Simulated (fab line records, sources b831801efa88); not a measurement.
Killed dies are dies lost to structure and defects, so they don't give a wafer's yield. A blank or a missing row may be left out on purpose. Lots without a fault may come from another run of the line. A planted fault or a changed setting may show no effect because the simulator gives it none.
Which tool did it? | flow sky130 | 14 lots, 41 wafers sampled, at 5 steps of a route of 708

WHAT THE GAUGES READ, wafer by wafer
SKY_NWELL_THK_MEAS_02.
lot  | measured    | on            | NWELL_OXIDATION_THK (nm)
L243 | day 2 11:23 | film_metro-02 | 10.18 10.07 10.03
L245 | day 2 15:07 | film_metro-02 | 10.25 10.09 10.18
L247 | day 3 00:51 | film_metro-01 | 9.84 9.97 10.06
L248 | day 3 15:02 | film_metro-01 | 9.88 9.86 9.74
L249 | day 3 21:44 | film_metro-01 | 9.69 9.90 9.80
L250 | day 4 01:47 | film_metro-02 | 10.09 10.11 10.00
L251 | day 4 06:14 | film_metro-01 | 10.37 10.32 10.30
L252 | day 4 13:44 | film_metro-01 | 9.95 9.92 9.77
L253 | day 4 18:04 | film_metro-01 | 9.99 10.10 9.91
L254 | day 4 21:47 | film_metro-01 | 9.88 10.13 10.04
L258 | day 5 20:44 | film_metro-02 | 10.02 9.74 9.99
L259 | day 6 02:27 | film_metro-02 | 9.80 9.72
L262 | day 6 19:46 | film_metro-02 | 9.78 9.82 9.57
L265 | day 7 17:55 | film_metro-03 | 9.99 9.99 10.17

SKY_VT_ADJUST_HVTP_TW_MEAS_11.
lot  | measured     | on            | VT_ADJUST_HVTP_TW
L243 | day 4 21:04  | film_metro-03 | 1354 1346 1360
L245 | day 6 04:31  | film_metro-03 | 1349 1355 1354
L247 | day 6 19:07  | film_metro-02 | 1371 1378 1367
L248 | day 7 11:56  | film_metro-02 | 1379 1377 1382
L249 | day 7 18:34  | film_metro-02 | 1379 1370 1374
L250 | day 8 01:28  | film_metro-04 | 1359 1354 1363
L251 | day 8 07:10  | film_metro-02 | 1380 1383 1378
L252 | day 8 15:17  | film_metro-03 | 1345 1357 1344
L253 | day 8 22:16  | film_metro-02 | 1387 1379 1379
L254 | day 9 02:35  | film_metro-02 | 1383 1378 1384
L258 | day 10 03:44 | film_metro-04 | 1362 1368 1365
L259 | day 10 09:59 | film_metro-02 | 1305 1386
L262 | day 11 10:10 | film_metro-04 | 1289 1363 1360
L265 | day 12 14:31 | film_metro-02 | 1375 1371 1372

SKY_VT_ADJUST_LVTN_OVL_MEAS_07.
lot  | measured     | on         | VT_ADJUST_LVTN_OVL (nm)
L243 | day 5 15:28  | overlay-02 | -2.3 -0.1 -0.6
L245 | day 6 23:56  | overlay-02 | -0.7 0.6 0.3
L247 | day 7 14:43  | overlay-01 | -0.2 -1.6 0.2
L248 | day 8 07:06  | overlay-02 | 0.9 -0.3 1.1
L249 | day 8 14:34  | overlay-01 | -1.7 1.5 -0.9
L250 | day 8 23:10  | overlay-01 | -0.8 -0.1 -0.6
L251 | day 9 05:35  | overlay-02 | 0.6 1.1 -1.0
L252 | day 9 13:28  | overlay-02 | -1.1 -1.8 -2.7
L253 | day 9 20:36  | overlay-02 | 1.1 -1.8 -1.0
L254 | day 10 00:22 | overlay-02 | -0.8 -1.2 -0.5
L258 | day 11 03:37 | overlay-01 | 0.3 2.8 2.7
L259 | day 11 11:03 | overlay-02 | -1.0 -1.4
L262 | day 12 11:28 | overlay-02 | -1.1 0.2 -1.5
L265 | day 13 15:28 | overlay-02 | 1.0 1.4 -0.1

SKY_VT_ADJUST_LVTN_TW_MEAS_10.
lot  | measured     | on            | VT_ADJUST_LVTN_TW
L243 | day 5 15:44  | film_metro-02 | 243.3 243.0 243.9
L245 | day 7 00:13  | film_metro-01 | 243.2 242.1 240.1
L247 | day 7 15:17  | film_metro-01 | 241.6 242.2 241.1
L248 | day 8 07:23  | film_metro-02 | 246.2 246.8 244.7
L249 | day 8 14:52  | film_metro-02 | 244.7 245.8 245.6
L250 | day 8 23:27  | film_metro-02 | 245.1 245.8 245.1
L251 | day 9 05:52  | film_metro-02 | 246.2 247.2 246.5
L252 | day 9 13:44  | film_metro-02 | 246.9 245.3 245.5
L253 | day 9 20:53  | film_metro-04 | 242.9 242.4 241.9
L254 | day 10 00:38 | film_metro-04 | 243.6 242.7 244.1
L258 | day 11 03:55 | film_metro-04 | 241.5 242.8 242.4
L259 | day 11 11:20 | film_metro-02 | 244.2 246.7
L262 | day 12 11:44 | film_metro-01 | 239.2 239.7 239.7
L265 | day 13 15:44 | film_metro-04 | 242.0 241.4 243.0

WHICH TOOL RAN EACH LOT (tool, then ch and the chambers of the sampled wafers, then the start)
lot  | SKY_VT_ADJUST_HVTP_IMPLANT_09
L243 | implanter-01 ch 0, day 4 20:49
L245 | implanter-03 ch 0, day 6 04:17
L247 | implanter-04 ch 0, day 6 18:53
L248 | implanter-03 ch 0, day 7 11:41
L249 | implanter-04 ch 0, day 7 18:19
L250 | implanter-03 ch 0, day 8 01:14
L251 | implanter-01 ch 0, day 8 06:56
L252 | implanter-04 ch 0, day 8 15:02
L253 | implanter-04 ch 0, day 8 22:01
L254 | implanter-03 ch 0, day 9 02:20
L258 | implanter-01 ch 0, day 10 03:31
L259 | implanter-03 ch 0, day 10 09:44
L262 | implanter-03 ch 0, day 11 09:55
L265 | implanter-01 ch 0, day 12 14:16
- SKY_VT_ADJUST_HVTP_IMPLANT_09

WHAT THE TOOLS THEMSELVES READ (means of the sampled wafers that have a number; where no wafer has one, the mark that the record gives instead)
The record holds no such reading with a usual standard deviation.

THE ANSWER, worked out from the rows above alone
Rule: what is usual is taken from the lots themselves. Put in order of their means at a reading, lots are off if they are a third of the lots or fewer, leave a main group of 4 or more, and stand apart from it by a gap of 3 or more times the standard deviation of the main group's means; of several such gaps the widest counts. A main group whose means are all the same, to the digits that the tables above print for the reading, isn't used. A lot without any number at a reading at which 4 lots or more have one is off too. The other lots that the step has rows for count as sound. The gauges are gone through in route order, then the tools' own readings, and for those a lot's mean is taken as printed above. The first step at which some lot is off is used, and at that step the reading that is off furthest; a lot without a number counts as furthest.
No lot is off at any reading shown: from this, nothing can be told.

WHAT THE SIMULATOR HAD PUT IN
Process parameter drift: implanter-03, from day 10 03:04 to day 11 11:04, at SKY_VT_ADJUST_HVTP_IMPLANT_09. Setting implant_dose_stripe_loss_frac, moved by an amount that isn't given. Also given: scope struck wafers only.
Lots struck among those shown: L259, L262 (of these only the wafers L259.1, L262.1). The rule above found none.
